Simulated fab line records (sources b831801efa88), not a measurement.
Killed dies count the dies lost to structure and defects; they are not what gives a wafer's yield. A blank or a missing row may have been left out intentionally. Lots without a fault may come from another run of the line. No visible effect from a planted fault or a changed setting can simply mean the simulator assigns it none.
fab line records -- flow sky130 -- part 1 of 2: steps 1 to 30 of 42
record lots=5, wafers=15, last-day=50
route steps=708 shown SD_P@327 RES_XHIGH@332 SD_N@342 SALICIDE@361 LI_CONTACT@362
lots with no fault: from the same line, run without faults
start-h: hours from the record's first day to the start of the lot's first wafer shown -- wait-h: hours from the lot's prior step to this one -- " as in the row above -- L1.1+2: a row that stands for several wafers -- - no value present, or no start provided -- * or withheld: withheld -- < > ~ a bound
route shown NAME@n: a module of which the file shows steps, and the number in the route of the first -- usual: mean/standard deviation taken from wafers without a fault -- same: alike in all rows -- chamber/n: place in a boat -- sites: the reading at each site -- _std_site: their standard deviation -- _edge_site: inner sites' mean taken away from outer sites' mean -- radius-mm: how far each site lies from the wafer's centre -- mask NAME#n: copy n -- behind: the most recent tool/chamber to have shaped the wafer -- hold: what put the lot on hold/how long, in hours/how the hold closed -- device: which transistor (n, p or np) failed to switch -- end of line: the same wafers' tests at the end of the route -- step lacking rows: just its recipe -- killed: not the wafer's yield, but the dies lost to structure and defects at the first sort -- map: dies across one wafer; x = killed, . = not, _ = none there
set.NAME: the setting the step ran with; set.NAME@STEP: the setting that earlier step ran with -- model.NAME: the simulator's own value behind a step, which no gauge read
certain route steps with their lots: each step a table, each wafer a row
services: from which hour (start-h, from the record's first day; less than 0 if before it) a tool's chamber was out of use, for how many hours, and why
## steps
# step SKY_SD_P_CD_MEAS_07
# recipe target-cd-nm=380
# usual cd-nm=380.1/2.3
lot.wafer,tool,chamber,start-h,wait-h,cd-nm
L074.1,cd-sem-02,-,581.98,0.1,379.1
L074.5,cd-sem-02,-,581.98,0.1,377.5
L074.6,cd-sem-02,-,581.98,0.1,380.9
L087.2,cd-sem-01,-,702.78,0.2,381.4
L087.3,cd-sem-01,-,702.78,0.2,379.3
L087.4,cd-sem-01,-,702.78,0.2,379.5
L089.3,cd-sem-02,-,713.27,0.1,381.0
L089.4,cd-sem-02,-,713.27,0.1,379.6
L089.5,cd-sem-02,-,713.27,0.1,378.3
L092.2,cd-sem-02,-,733.77,0.1,380.3
L092.3,cd-sem-02,-,733.77,0.1,378.5
L092.6,cd-sem-02,-,733.77,0.1,380.9
L096.1,cd-sem-02,-,755.48,0.1,380.4
L096.3,cd-sem-02,-,755.48,0.1,379.3
L096.6,cd-sem-02,-,755.48,0.1,379.6
# step SKY_SD_P_OVL_MEAS_08
# usual SD_P_OVL=0.7/1.4
lot.wafer,tool,chamber,start-h,wait-h,SD_P_OVL[nm]
L074.1,overlay-02,-,582.10,0.1,1.1
L074.5,overlay-02,-,582.10,0.1,0.0
L074.6,overlay-02,-,582.10,0.1,1.2
L087.2,overlay-02,-,702.88,0.1,2.8
L087.3,overlay-02,-,702.88,0.1,0.0
L087.4,overlay-02,-,702.88,0.1,1.4
L089.3,overlay-01,-,713.36,0.1,0.4
L089.4,overlay-01,-,713.36,0.1,-0.1
L089.5,overlay-01,-,713.36,0.1,1.2
L092.2,overlay-01,-,733.88,0.1,0.6
L092.3,overlay-01,-,733.88,0.1,1.3
L092.6,overlay-01,-,733.88,0.1,0.6
L096.1,overlay-01,-,755.60,0.1,-0.4
L096.3,overlay-01,-,755.60,0.1,-0.1
L096.6,overlay-01,-,755.60,0.1,-0.7
# step SKY_SD_P_IMPLANT_09
# recipe species=BF2, energy-kev=20, dose-cm2=3e+15, tilt-deg=0
# usual beam-energy-keV=20.001/0.0064
lot.wafer,tool,chamber,start-h,wait-h,beam-energy-keV
L074.1,implanter-03,0,582.14,0.0,20.004
L074.5,implanter-03,0,582.14,0.0,20.004
L074.6,implanter-03,0,582.14,0.0,20.011
L087.2,implanter-01,0,702.94,0.0,20.005
L087.3,implanter-01,0,702.94,0.0,20.002
L087.4,implanter-01,0,702.94,0.0,20.002
L089.3,implanter-04,0,713.44,0.1,20.003
L089.4,implanter-04,0,713.44,0.1,20.009
L089.5,implanter-04,0,713.44,0.1,20.004
L092.2,implanter-04,0,733.94,0.0,20.006
L092.3,implanter-04,0,733.94,0.0,20.004
L092.6,implanter-04,0,733.94,0.0,20.014
L096.1,implanter-01,0,755.64,0.0,20.009
L096.3,implanter-01,0,755.64,0.0,19.993
L096.6,implanter-01,0,755.64,0.0,19.999
# step SKY_SD_P_STRIP_10
# recipe chemistry=O2/N2, power-w=1400, pressure-mtorr=1500, platen-temp-c=withheld, o2-flow-sccm=3000, n2-flow-sccm=300, overash-fraction=0.5
# usual drypump-motor-current-A=5.70/0.3, oes-product-au=0.617/0.0048, strip-time-to-endpoint-s=17.50/0.037
lot.wafer,tool,chamber,start-h,wait-h,drypump-motor-current-A,oes-product-au,rf-hours-counter-h,strip-time-to-endpoint-s
L074.1,plasma-asher-04,1,582.29,0.1,5.75,0.614,89,17.47
L074.5,plasma-asher-04,0,582.29,0.1,6.18,0.618,-,17.47
L074.6,plasma-asher-04,1,582.29,0.1,5.78,0.612,-,17.45
L087.2,plasma-asher-04,0,703.06,0.1,6.16,0.618,101,17.50
L087.3,plasma-asher-04,0,703.06,0.1,6.18,0.615,-,17.51
L087.4,plasma-asher-04,1,703.06,0.1,5.79,0.612,-,17.54
L089.3,plasma-asher-02,1,713.57,0.1,5.47,0.613,-,17.45
L089.4,plasma-asher-02,0,713.57,0.1,5.73,0.615,-,17.50
L089.5,plasma-asher-02,0,713.57,0.1,5.72,0.614,-,17.49
L092.2,plasma-asher-03,0,734.06,0.1,5.67,0.622,26,17.50
L092.3,plasma-asher-03,0,734.06,0.1,5.66,0.624,-,17.54
L092.6,plasma-asher-03,1,734.06,0.1,5.16,0.622,-,17.52
L096.1,plasma-asher-04,0,755.79,0.1,6.19,0.615,1,17.57
L096.3,plasma-asher-04,1,755.79,0.1,5.79,0.626,-,17.53
L096.6,plasma-asher-04,1,755.79,0.1,5.77,0.615,-,17.56
# step SKY_SD_P_TW_MEAS_11
# usual SD_P_TW=2839/23
lot.wafer,tool,chamber,start-h,wait-h,SD_P_TW
L074.1,film-metro-03,-,582.39,0.1,2877
L074.5,film-metro-03,-,582.39,0.1,2859
L074.6,film-metro-03,-,582.39,0.1,2866
L087.2,film-metro-03,-,703.17,0.1,2856
L087.3,film-metro-03,-,703.17,0.1,2849
L087.4,film-metro-03,-,703.17,0.1,2881
L089.3,film-metro-02,-,713.66,0.1,2795
L089.4,film-metro-02,-,713.66,0.1,2819
L089.5,film-metro-02,-,713.66,0.1,2828
L092.2,film-metro-02,-,734.17,0.1,2812
L092.3,film-metro-02,-,734.17,0.1,2826
L092.6,film-metro-02,-,734.17,0.1,2834
L096.1,film-metro-02,-,755.89,0.1,2805
L096.3,film-metro-02,-,755.89,0.1,2820
L096.6,film-metro-02,-,755.89,0.1,2808
# step SKY_RES_XHIGH_DEHYDRATE_00
# recipe temp-c=200, time-s=60
lot.wafer,tool,chamber,start-h,wait-h
L074.1+5+6,litho-track-02,0,596.23,13.8
L087.2+3+4,litho-track-02,0,716.06,12.9
L089.3+4+5,litho-track-02,0,726.88,13.2
L092.2+3+6,litho-track-01,0,746.78,12.6
L096.1+3+6,litho-track-01,0,767.85,12.0
# step SKY_RES_XHIGH_HMDS_01
# recipe prime-time-s=60, prime-temp-c=120
lot.wafer,tool,chamber,start-h,wait-h
L074.1+5+6,litho-track-02,0,596.38,0.1
L087.2+3+4,litho-track-02,0,716.21,0.1
L089.3+4+5,litho-track-02,0,727.03,0.1
L092.2+3+6,litho-track-01,0,746.93,0.1
L096.1+3+6,litho-track-01,0,768.00,0.1
# step SKY_RES_XHIGH_COAT_02
# recipe resist=NOVOLAK, spin-rpm=3000, resist-thk-nm=1124
# usual dispense-pressure-kPa=52/5.4
lot.wafer,tool,chamber,start-h,wait-h,dispense-pressure-kPa
L074.1,litho-track-02,0,596.53,0.1,57
L074.5,litho-track-02,0,596.53,0.1,57
L074.6,litho-track-02,0,596.53,0.1,57
L087.2,litho-track-02,0,716.36,0.1,57
L087.3,litho-track-02,0,716.36,0.1,57
L087.4,litho-track-02,0,716.36,0.1,57
L089.3,litho-track-02,0,727.18,0.1,57
L089.4,litho-track-02,0,727.18,0.1,57
L089.5,litho-track-02,0,727.18,0.1,57
L092.2,litho-track-01,0,747.08,0.1,43
L092.3,litho-track-01,0,747.08,0.1,43
L092.6,litho-track-01,0,747.08,0.1,43
L096.1,litho-track-01,0,768.15,0.1,43
L096.3,litho-track-01,0,768.15,0.1,43
L096.6,litho-track-01,0,768.15,0.1,43
# step SKY_RES_XHIGH_SOFTBAKE_03
# recipe temp-c=90, time-s=60, resist=NOVOLAK
lot.wafer,tool,chamber,start-h,wait-h
L074.1+5+6,litho-track-02,0,596.68,0.1
L087.2+3+4,litho-track-02,0,716.51,0.1
L089.3+4+5,litho-track-02,0,727.33,0.1
L092.2+3+6,litho-track-01,0,747.23,0.1
L096.1+3+6,litho-track-01,0,768.30,0.1
# step SKY_RES_XHIGH_EXPOSE_04
# recipe mask-id=URPM, na=0.6, source-shape=conventional, sigma-outer=0.6, polarization=unpolarized, target-cd-nm=1270, dose-mj=140
lot.wafer,tool,chamber,start-h,wait-h,mask
L074.1+5+6,iline-stepper-02,0,-,-,URPM#0
L087.2+3+4,iline-stepper-01,0,-,-,URPM#0
L089.3+4+5,iline-stepper-02,0,-,-,URPM#0
L092.2+3+6,iline-stepper-01,0,-,-,URPM#0
L096.1+3+6,iline-stepper-02,0,-,-,URPM#0
# step SKY_RES_XHIGH_PEB_05
# recipe temp-c=withheld, time-s=*, resist=NOVOLAK
lot.wafer,tool,chamber,start-h,wait-h
L074.1+5+6,litho-track-03,0,-,-
L087.2+3+4,litho-track-01,0,-,-
L089.3+4+5,litho-track-03,0,-,-
L092.2+3+6,litho-track-02,0,-,-
L096.1+3+6,litho-track-03,0,-,-
# step SKY_RES_XHIGH_DEVELOP_06
# recipe resist=NOVOLAK, developer=TMAH, develop-time-s=60, dev-temp-c=23
lot.wafer,tool,chamber,start-h,wait-h
L074.1+5+6,litho-track-03,0,610.84,0.1
L087.2+3+4,litho-track-01,0,729.93,0.1
L089.3+4+5,litho-track-03,0,740.39,0.1
L092.2+3+6,litho-track-02,0,760.41,0.1
L096.1+3+6,litho-track-03,0,782.04,0.1
# step SKY_RES_XHIGH_IMPLANT_07
# recipe species=BF2, energy-kev=20, dose-cm2=3.6e+14, tilt-deg=0
# usual beam-energy-keV=20.000/0.0058
lot.wafer,tool,chamber,start-h,wait-h,beam-energy-keV
L074.1,implanter-03,0,610.99,0.1,19.999
L074.5,implanter-03,0,610.99,0.1,19.994
L074.6,implanter-03,0,610.99,0.1,20.001
L087.2,implanter-02,0,730.08,0.1,19.997
L087.3,implanter-02,0,730.08,0.1,19.992
L087.4,implanter-02,0,730.08,0.1,19.993
L089.3,implanter-04,0,740.54,0.1,20.004
L089.4,implanter-04,0,740.54,0.1,19.990
L089.5,implanter-04,0,740.54,0.1,20.005
L092.2,implanter-02,0,760.56,0.1,20.008
L092.3,implanter-02,0,760.56,0.1,20.000
L092.6,implanter-02,0,760.56,0.1,20.002
L096.1,implanter-03,0,782.19,0.1,19.999
L096.3,implanter-03,0,782.19,0.1,20.001
L096.6,implanter-03,0,782.19,0.1,20.005
# step SKY_RES_XHIGH_STRIP_08
# recipe chemistry=O2/N2, power-w=1400, pressure-mtorr=1500, platen-temp-c=withheld, o2-flow-sccm=3000, n2-flow-sccm=300, overash-fraction=0.5
# usual drypump-motor-current-A=5.77/0.26, oes-product-au=0.711/0.0041, strip-time-to-endpoint-s=14.08/0.035
lot.wafer,tool,chamber,start-h,wait-h,drypump-motor-current-A,oes-product-au,rf-hours-counter-h,strip-time-to-endpoint-s
L074.1,plasma-asher-02,0,611.14,0.1,5.74,0.713,82,14.12
L074.5,plasma-asher-02,1,611.14,0.1,5.46,0.708,-,14.13
L074.6,plasma-asher-02,0,611.14,0.1,5.72,0.709,-,14.07
L087.2,plasma-asher-02,0,730.20,0.1,5.74,0.717,95,14.03
L087.3,plasma-asher-02,0,730.20,0.1,5.73,0.716,-,14.10
L087.4,plasma-asher-02,1,730.20,0.1,5.48,0.712,-,14.03
L089.3,plasma-asher-01,0,740.67,0.1,6.03,0.713,-,14.08
L089.4,plasma-asher-01,1,740.67,0.1,5.45,0.705,-,14.09
L089.5,plasma-asher-01,1,740.67,0.1,5.46,0.719,-,14.07
L092.2,plasma-asher-04,1,760.68,0.1,5.77,0.721,2,14.07
L092.3,plasma-asher-04,0,760.68,0.1,6.18,0.714,-,14.08
L092.6,plasma-asher-04,0,760.68,0.1,6.20,0.709,-,14.06
L096.1,plasma-asher-02,1,782.34,0.1,5.48,0.715,101,14.08
L096.3,plasma-asher-02,1,782.34,0.1,5.47,0.710,-,14.08
L096.6,plasma-asher-02,1,782.34,0.1,5.46,0.712,-,14.06
# step SKY_RES_XHIGH_TW_MEAS_09
# usual RES_XHIGH_TW=1647/11
lot.wafer,tool,chamber,start-h,wait-h,RES_XHIGH_TW
L074.1,film-metro-04,-,611.24,0.1,1647
L074.5,film-metro-04,-,611.24,0.1,1646
L074.6,film-metro-04,-,611.24,0.1,1648
L087.2,film-metro-04,-,730.31,0.1,1655
L087.3,film-metro-04,-,730.31,0.1,1642
L087.4,film-metro-04,-,730.31,0.1,1655
L089.3,film-metro-02,-,740.76,0.1,1636
L089.4,film-metro-02,-,740.76,0.1,1632
L089.5,film-metro-02,-,740.76,0.1,1638
L092.2,film-metro-03,-,760.79,0.1,1649
L092.3,film-metro-03,-,760.79,0.1,1662
L092.6,film-metro-03,-,760.79,0.1,1651
L096.1,film-metro-04,-,782.44,0.1,1654
L096.3,film-metro-04,-,782.44,0.1,1659
L096.6,film-metro-04,-,782.44,0.1,1659
# step SKY_SD_N_DEHYDRATE_00
# recipe temp-c=200, time-s=60
lot.wafer,tool,chamber,start-h,wait-h
L074.1+5+6,litho-track-02,0,624.83,13.6
L087.2+3+4,litho-track-04,0,743.39,13.1
L089.3+4+5,litho-track-03,0,754.34,13.6
L092.2+3+6,litho-track-03,0,772.66,11.9
L096.1+3+6,litho-track-02,0,795.18,12.7
# step SKY_SD_N_HMDS_01
# recipe prime-time-s=60, prime-temp-c=120
lot.wafer,tool,chamber,start-h,wait-h
L074.1+5+6,litho-track-02,0,624.98,0.1
L087.2+3+4,litho-track-04,0,743.54,0.1
L089.3+4+5,litho-track-03,0,754.49,0.1
L092.2+3+6,litho-track-03,0,772.81,0.1
L096.1+3+6,litho-track-02,0,795.33,0.1
# step SKY_SD_N_COAT_02
# recipe resist=NOVOLAK, spin-rpm=3000, resist-thk-nm=1140
# usual dispense-pressure-kPa=54.9/2.1
lot.wafer,tool,chamber,start-h,wait-h,dispense-pressure-kPa
L074.1,litho-track-02,0,625.13,0.1,57.1
L074.5,litho-track-02,0,625.13,0.1,57.0
L074.6,litho-track-02,0,625.13,0.1,57.1
L087.2,litho-track-04,0,743.69,0.1,55.7
L087.3,litho-track-04,0,743.69,0.1,55.8
L087.4,litho-track-04,0,743.69,0.1,55.8
L089.3,litho-track-03,0,754.64,0.1,52.2
L089.4,litho-track-03,0,754.64,0.1,52.3
L089.5,litho-track-03,0,754.64,0.1,52.3
L092.2,litho-track-03,0,772.96,0.1,52.3
L092.3,litho-track-03,0,772.96,0.1,52.3
L092.6,litho-track-03,0,772.96,0.1,52.3
L096.1,litho-track-02,0,795.48,0.1,57.0
L096.3,litho-track-02,0,795.48,0.1,57.0
L096.6,litho-track-02,0,795.48,0.1,57.0
# step SKY_SD_N_SOFTBAKE_03
# recipe temp-c=90, time-s=60, resist=NOVOLAK
lot.wafer,tool,chamber,start-h,wait-h
L074.1+5+6,litho-track-02,0,625.28,0.1
L087.2+3+4,litho-track-04,0,743.84,0.1
L089.3+4+5,litho-track-03,0,754.79,0.1
L092.2+3+6,litho-track-03,0,773.11,0.1
L096.1+3+6,litho-track-02,0,795.63,0.1
# step SKY_SD_N_EXPOSE_04
# recipe mask-id=NSDM, na=0.6, source-shape=conventional, sigma-outer=0.6, polarization=unpolarized, target-cd-nm=380, dose-mj=141
lot.wafer,tool,chamber,start-h,wait-h,mask
L074.1+5+6,iline-stepper-01,0,-,-,NSDM#0
L087.2+3+4,iline-stepper-01,0,-,-,NSDM#0
L089.3+4+5,iline-stepper-02,0,-,-,NSDM#0
L092.2+3+6,iline-stepper-01,0,-,-,NSDM#0
L096.1+3+6,iline-stepper-02,0,-,-,NSDM#0
# step SKY_SD_N_PEB_05
# recipe temp-c=withheld, time-s=*, resist=NOVOLAK
lot.wafer,tool,chamber,start-h,wait-h
L074.1+5+6,litho-track-03,0,-,-
L087.2+3+4,litho-track-04,0,-,-
L089.3+4+5,litho-track-02,0,-,-
L092.2+3+6,litho-track-03,0,-,-
L096.1+3+6,litho-track-04,0,-,-
# step SKY_SD_N_DEVELOP_06
# recipe resist=NOVOLAK, developer=TMAH, develop-time-s=60, dev-temp-c=23
lot.wafer,tool,chamber,start-h,wait-h
L074.1+5+6,litho-track-03,0,639.39,0.1
L087.2+3+4,litho-track-04,0,756.84,0.1
L089.3+4+5,litho-track-02,0,767.58,0.1
L092.2+3+6,litho-track-03,0,786.81,0.1
L096.1+3+6,litho-track-04,0,808.72,0.1
# step SKY_SD_N_CD_MEAS_07
# recipe target-cd-nm=380
# usual cd-nm=379.6/2.3
lot.wafer,tool,chamber,start-h,wait-h,cd-nm
L074.1,cd-sem-01,-,639.54,0.1,382.7
L074.5,cd-sem-01,-,639.54,0.1,380.0
L074.6,cd-sem-01,-,639.54,0.1,380.4
L087.2,cd-sem-02,-,756.99,0.1,381.6
L087.3,cd-sem-02,-,756.99,0.1,380.2
L087.4,cd-sem-02,-,756.99,0.1,381.7
L089.3,cd-sem-01,-,767.72,0.1,377.9
L089.4,cd-sem-01,-,767.72,0.1,378.6
L089.5,cd-sem-01,-,767.72,0.1,377.5
L092.2,cd-sem-01,-,786.96,0.1,386.5
L092.3,cd-sem-01,-,786.96,0.1,383.0
L092.6,cd-sem-01,-,786.96,0.1,382.5
L096.1,cd-sem-02,-,808.87,0.1,381.1
L096.3,cd-sem-02,-,808.87,0.1,378.3
L096.6,cd-sem-02,-,808.87,0.1,380.5
# step SKY_SD_N_OVL_MEAS_08
# usual SD_N_OVL=-0.3/1.2
lot.wafer,tool,chamber,start-h,wait-h,SD_N_OVL[nm]
L074.1,overlay-01,-,639.66,0.1,-0.5
L074.5,overlay-01,-,639.66,0.1,-0.6
L074.6,overlay-01,-,639.66,0.1,-2.0
L087.2,overlay-01,-,757.09,0.1,-1.5
L087.3,overlay-01,-,757.09,0.1,-3.4
L087.4,overlay-01,-,757.09,0.1,-1.2
L089.3,overlay-01,-,767.81,0.1,-1.8
L089.4,overlay-01,-,767.81,0.1,-0.6
L089.5,overlay-01,-,767.81,0.1,-0.6
L092.2,overlay-01,-,787.07,0.1,0.7
L092.3,overlay-01,-,787.07,0.1,-0.2
L092.6,overlay-01,-,787.07,0.1,-0.1
L096.1,overlay-02,-,808.99,0.1,-0.5
L096.3,overlay-02,-,808.99,0.1,0.0
L096.6,overlay-02,-,808.99,0.1,0.6
# step SKY_SD_N_IMPLANT_09
# recipe species=As, energy-kev=50, dose-cm2=4e+15, tilt-deg=0
# usual beam-energy-keV=50.001/0.016
lot.wafer,tool,chamber,start-h,wait-h,beam-energy-keV
L074.1,implanter-04,0,639.69,0.0,49.989
L074.5,implanter-04,0,639.69,0.0,49.991
L074.6,implanter-04,0,639.69,0.0,50.019
L087.2,implanter-02,0,757.15,0.0,49.995
L087.3,implanter-02,0,757.15,0.0,50.019
L087.4,implanter-02,0,757.15,0.0,50.003
L089.3,implanter-02,0,767.89,0.1,49.998
L089.4,implanter-02,0,767.89,0.1,50.004
L089.5,implanter-02,0,767.89,0.1,50.029
L092.2,implanter-01,0,787.12,0.0,50.004
L092.3,implanter-01,0,787.12,0.0,49.999
L092.6,implanter-01,0,787.12,0.0,50.005
L096.1,implanter-02,0,809.02,0.0,49.994
L096.3,implanter-02,0,809.02,0.0,49.998
L096.6,implanter-02,0,809.02,0.0,50.018
# step SKY_SD_N_IMPLANT_10
# recipe species=P, energy-kev=20, dose-cm2=1e+14, tilt-deg=0
# usual beam-energy-keV=20.000/0.0068
lot.wafer,tool,chamber,start-h,wait-h,beam-energy-keV
L074.1,implanter-04,0,639.84,0.1,19.993
L074.5,implanter-04,0,639.84,0.1,19.994
L074.6,implanter-04,0,639.84,0.1,20.000
L087.2,implanter-02,0,757.30,0.1,19.993
L087.3,implanter-02,0,757.30,0.1,20.013
L087.4,implanter-02,0,757.30,0.1,20.011
L089.3,implanter-02,0,768.04,0.1,20.000
L089.4,implanter-02,0,768.04,0.1,20.008
L089.5,implanter-02,0,768.04,0.1,20.010
L092.2,implanter-01,0,787.27,0.1,20.007
L092.3,implanter-01,0,787.27,0.1,20.001
L092.6,implanter-01,0,787.27,0.1,19.999
L096.1,implanter-02,0,809.17,0.1,20.001
L096.3,implanter-02,0,809.17,0.1,19.996
L096.6,implanter-02,0,809.17,0.1,20.005
# step SKY_SD_N_STRIP_11
# recipe chemistry=O2/N2, power-w=1400, pressure-mtorr=1500, platen-temp-c=withheld, o2-flow-sccm=3000, n2-flow-sccm=300, overash-fraction=0.5
# usual drypump-motor-current-A=5.58/0.27, oes-product-au=0.528/0.0051, strip-time-to-endpoint-s=22.54/0.047
lot.wafer,tool,chamber,start-h,wait-h,drypump-motor-current-A,oes-product-au,rf-hours-counter-h,strip-time-to-endpoint-s
L074.1,plasma-asher-03,1,639.99,0.1,5.14,0.526,22,22.55
L074.5,plasma-asher-03,0,639.99,0.1,5.65,0.520,-,22.55
L074.6,plasma-asher-03,1,639.99,0.1,5.13,0.531,-,22.57
L087.2,plasma-asher-03,1,757.42,0.1,5.14,0.525,29,22.60
L087.3,plasma-asher-03,0,757.42,0.1,5.64,0.524,-,22.59
L087.4,plasma-asher-03,1,757.42,0.1,5.16,0.522,-,22.64
L089.3,plasma-asher-02,0,768.17,0.1,5.71,0.538,-,22.58
L089.4,plasma-asher-02,1,768.17,0.1,5.47,0.529,-,22.57
L089.5,plasma-asher-02,1,768.17,0.1,5.47,0.528,-,22.55
L092.2,plasma-asher-01,0,787.40,0.1,6.01,0.525,65,22.47
L092.3,plasma-asher-01,1,787.40,0.1,5.45,0.522,-,22.51
L092.6,plasma-asher-01,0,787.40,0.1,6.02,0.537,-,22.49
L096.1,plasma-asher-03,1,809.32,0.1,5.16,0.536,34,22.46
L096.3,plasma-asher-03,1,809.32,0.1,5.15,0.535,-,22.51
L096.6,plasma-asher-03,1,809.32,0.1,5.17,0.528,-,22.46
# step SKY_SD_N_TW_MEAS_12
# usual SD_N_TW=4002/30
lot.wafer,tool,chamber,start-h,wait-h,SD_N_TW
L074.1,film-metro-03,-,640.09,0.1,3960
L074.5,film-metro-03,-,640.09,0.1,3962
L074.6,film-metro-03,-,640.09,0.1,3977
L087.2,film-metro-03,-,757.53,0.1,4004
L087.3,film-metro-03,-,757.53,0.1,4005
L087.4,film-metro-03,-,757.53,0.1,3987
L089.3,film-metro-02,-,768.26,0.1,3976
L089.4,film-metro-02,-,768.26,0.1,3944
L089.5,film-metro-02,-,768.26,0.1,3981
L092.2,film-metro-02,-,787.51,0.1,3961
L092.3,film-metro-02,-,787.51,0.1,3994
L092.6,film-metro-02,-,787.51,0.1,3970
L096.1,film-metro-04,-,809.42,0.1,4014
L096.3,film-metro-04,-,809.42,0.1,4003
L096.6,film-metro-04,-,809.42,0.1,3996
# step SKY_SD_N_CLEAN_13
# recipe chemistry=SC1/SC2, mix=1:4:20, temp-c=70, time-s=150, dry=n2-spin
# usual bath-heat-duty-pct=14.8/1.2
lot.wafer,tool,chamber,start-h,wait-h,bath-heat-duty-pct
L074.1,wet-bench-02,0,640.15,0.1,14.6
L074.5,wet-bench-02,0,640.15,0.1,13.1
L074.6,wet-bench-02,0,640.15,0.1,13.3
L087.2,wet-bench-01,3,757.58,0.0,13.9
L087.3,wet-bench-01,3,757.58,0.0,13.2
L087.4,wet-bench-01,3,757.58,0.0,13.7
L089.3,wet-bench-03,1,768.30,0.0,14.0
L089.4,wet-bench-03,1,768.30,0.0,15.8
L089.5,wet-bench-03,1,768.30,0.0,15.0
L092.2,wet-bench-03,0,787.56,0.0,14.8
L092.3,wet-bench-03,0,787.56,0.0,15.3
L092.6,wet-bench-03,0,787.56,0.0,16.5
L096.1,wet-bench-03,0,809.48,0.1,15.7
L096.3,wet-bench-03,0,809.48,0.1,15.2
L096.6,wet-bench-03,0,809.48,0.1,15.0
# step SKY_SD_N_RTA_14
# recipe temp-c=1075, time-s=2, idle-temp-c=650, ramp-up-c-per-s=150, ramp-down-c-per-s=90, ambient=N2
# usual lamp-power-pct=15.73/0.056, wafer_temp_C_max=1078.0/1.1
lot.wafer,tool,chamber,start-h,wait-h,lamp-power-pct,wafer_temp_C_max
L074.1,rtp-anneal-02,0,640.20,0.0,15.69,1080.5
L074.5,rtp-anneal-02,0,640.20,0.0,15.73,1080.1
L074.6,rtp-anneal-02,0,640.20,0.0,15.74,1077.5
L087.2,rtp-anneal-01,0,757.64,0.0,15.78,1077.3
L087.3,rtp-anneal-01,0,757.64,0.0,15.83,1075.5
L087.4,rtp-anneal-01,0,757.64,0.0,15.76,1077.3
L089.3,rtp-anneal-01,0,768.36,0.0,15.72,1078.3
L089.4,rtp-anneal-01,0,768.36,0.0,15.72,1078.2
L089.5,rtp-anneal-01,0,768.36,0.0,15.82,1077.3
L092.2,rtp-anneal-01,0,787.61,0.0,15.76,1077.2
L092.3,rtp-anneal-01,0,787.61,0.0,15.76,1080.1
L092.6,rtp-anneal-01,0,787.61,0.0,15.76,1079.1
L096.1,rtp-anneal-02,0,809.53,0.0,15.78,1077.4
L096.3,rtp-anneal-02,0,809.53,0.0,15.72,1075.7
L096.6,rtp-anneal-02,0,809.53,0.0,15.79,1078.2
